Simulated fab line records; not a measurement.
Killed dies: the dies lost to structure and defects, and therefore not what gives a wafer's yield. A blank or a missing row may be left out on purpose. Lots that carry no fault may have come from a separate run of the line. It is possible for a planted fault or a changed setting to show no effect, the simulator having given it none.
The tool behind it: which one?    flow gf180mcu    36 wafers from 12 lots sampled at 4 of the route's 602 steps

## WHAT THE GAUGES SHOWED, per wafer
GF_M3_CD_MEAS_14: target cd 280 nm.
lot   measured      on         cd nm (nm)
L314  day 20 23:10  cd sem-01  279.3 278.4 278.5
L315  day 21 14:22  cd sem-01  278.0 278.7 278.9
L316  day 21 16:53  cd sem-02  279.4 281.1 279.1
L317  day 22 03:41  cd sem-01  280.4 280.6 280.3
L318  day 22 15:59  cd sem-01  279.6 278.9 278.1
L319  day 23 01:50  cd sem-01  279.6 278.6 280.0
L321  day 23 22:53  cd sem-01  281.6 281.1 280.3
L325  day 25 09:26  cd sem-02  281.5 281.3 280.8
L326  day 25 10:29  cd sem-01  279.3 279.2 279.5
L327  day 26 00:38  cd sem-01  280.1 279.3 279.8
L335  day 28 08:23  cd sem-02  279.9 280.1 281.1
L337  day 29 00:26  cd sem-01  278.8 278.7 278.5

GF_M3_OVL_MEAS_15.
lot   measured      on          M3_OVL (nm)
L314  day 20 23:16  overlay-02  2 0 6
L315  day 21 14:28  overlay-02  -6 -8 -7
L316  day 21 17:01  overlay-01  -2 -6 -7
L317  day 22 03:49  overlay-01  2 -3 0
L318  day 22 16:05  overlay-01  -11 -8 -4
L319  day 23 01:55  overlay-02  2 1 1
L321  day 23 22:59  overlay-01  3 1 -8
L325  day 25 09:34  overlay-01  -10 4 -3
L326  day 25 10:34  overlay-01  -4 -10 -9
L327  day 26 00:46  overlay-01  -13 -14 -14
L335  day 28 08:31  overlay-01  -4 2 -10
L337  day 29 00:34  overlay-01  -5 -8 -5

GF_V3_THK_MEAS_01.
lot   measured      on             V3_CVD_00_THK (nm)
L314  day 21 00:02  film metro-04  603 605 611
L315  day 21 15:15  film metro-02  590 601 596
L316  day 21 17:59  film metro-03  589 593 587
L317  day 22 04:40  film metro-02  591 593 587
L318  day 22 16:53  film metro-04  589 592 586
L319  day 23 02:42  film metro-02  585 584 591
L321  day 23 23:46  film metro-04  585 595 589
L325  day 25 10:22  film metro-02  599 596 604
L326  day 25 11:23  film metro-03  594 597 598
L327  day 26 01:32  film metro-03  603 607 601
L335  day 28 09:17  film metro-02  600 602 601
L337  day 29 01:23  film metro-02  593 588 582

## WHICH TOOL RAN EACH LOT (tool, then ch and the chambers of the sampled wafers, then the start)
lot   GF_DUAL_GATE_OXIDATION_15
L314  furnace-02 ch 0, day 8 04:13
L315  furnace-02 ch 0, day 8 15:30
L316  furnace-01 ch 0, day 8 18:25
L317  furnace-01 ch 0, day 9 02:17
L318  furnace-01 ch 0, day 9 12:35
L319  furnace-01 ch 0, day 9 16:59
L321  furnace-01 ch 0, day 10 11:25
L325  furnace-01 ch 0, day 11 13:20
L326  furnace-01 ch 0, day 11 16:57
L327  furnace-01 ch 0, day 12 00:35
L335  furnace-02 ch 0, day 14 14:56
L337  furnace-02 ch 0, day 15 04:43
- GF_DUAL_GATE_OXIDATION_15: stabilise 600 s, purge 300 s, target thk 7.098 nm.

## WHAT THE TOOLS THEMSELVES READ (means of the sampled wafers that have a number; where no wafer has one, the mark that the record gives instead)
GF_DUAL_GATE_OXIDATION_15.
lot   tool        spike tc centre C (C)  spike tc lower C (C)  spike tc upper C (C)  zone power centre pct (%)  zone power lower pct (%)  zone power upper pct (%)
L314  furnace-02  851.3                  850.2                 849.9                 17.67                      18.2                      18.72
L315  furnace-02  851.6                  849.8                 849.4                 17.67                      18.3                      18.84
L316  furnace-01  850.0                  851.0                 849.8                 17.65                      17.2                      19.26
L317  furnace-01  850.3                  850.5                 849.6                 17.47                      17.3                      19.06
L318  furnace-01  850.2                  850.2                 849.9                 17.33                      17.1                      19.28
L319  furnace-01  849.8                  850.7                 848.9                 17.31                      17.3                      19.19
L321  furnace-01  849.0                  849.4                 849.6                 17.15                      17.0                      19.22
L325  furnace-01  827.8                  853.6                 853.9                 9.55                       21.4                      24.00
L326  furnace-01  826.7                  854.5                 852.8                 9.57                       21.4                      23.82
L327  furnace-01  827.0                  853.6                 853.2                 9.58                       21.2                      23.74
L335  furnace-02  850.6                  849.4                 850.9                 17.59                      18.0                      18.70
L337  furnace-02  852.4                  849.7                 849.5                 17.71                      18.3                      18.76

## THE ANSWER, worked out from the rows above alone
Rule: what is usual is taken from the lots themselves. The widest of any qualifying gaps counts: lots, ordered by their means at a reading, are off when they make up no more than a third of the lots, leave a main group of 4 or more, and stand apart from it by 3 or more times the standard deviation of that group's means. A main group whose means are all the same, to the digits that the tables above print for the reading, isn't used. Also off: a lot with no number at a reading for which 4 or more lots have one. Where the step has rows for the other lots, those lots are counted as sound. After the gauges, taken in route order, come the tools' own readings; for these a lot's mean is taken, as printed above. At the first step where some lot is off, the reading lying furthest off is the one used; lots without a number count as furthest.
Off: L325, L326, L327 (GF_DUAL_GATE_OXIDATION_15, zone power centre pct). For the main group the mean is 17.51 % and the standard deviation 0.19.
If a tool, at that step or one of the process steps before it, ran each lot that is off and ran no sound lot following the first of them, it fits. One fits: GF_DUAL_GATE_OXIDATION_15 on furnace-01. Its last sound lot is L321 (day 10 11:25), its first lot that is off L325 (day 11 13:20): a fault that began between those two fits.
The tool's own readings at GF_DUAL_GATE_OXIDATION_15 bear it out: on the lots that are off they differ by more than 5 times the standard deviation of the sound lots' means. spike tc centre C reads 827.2 C there against 850.6 C on the sound lots; spike tc lower C reads 853.9 C there against 850.1 C on the sound lots; spike tc upper C reads 853.3 C there against 849.7 C on the sound lots; zone power centre pct reads 9.57 % there against 17.51 % on the sound lots; zone power lower pct reads 21.3 % there against 17.6 % on the sound lots; zone power upper pct reads 23.85 % there against 19.00 % on the sound lots.

## WHAT THE SIMULATOR PUT IN
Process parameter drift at GF_DUAL_GATE_OXIDATION_15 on furnace-01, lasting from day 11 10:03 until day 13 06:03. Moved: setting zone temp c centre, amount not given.
Shown lots that were struck: L325, L326, L327. The rule above found the same.
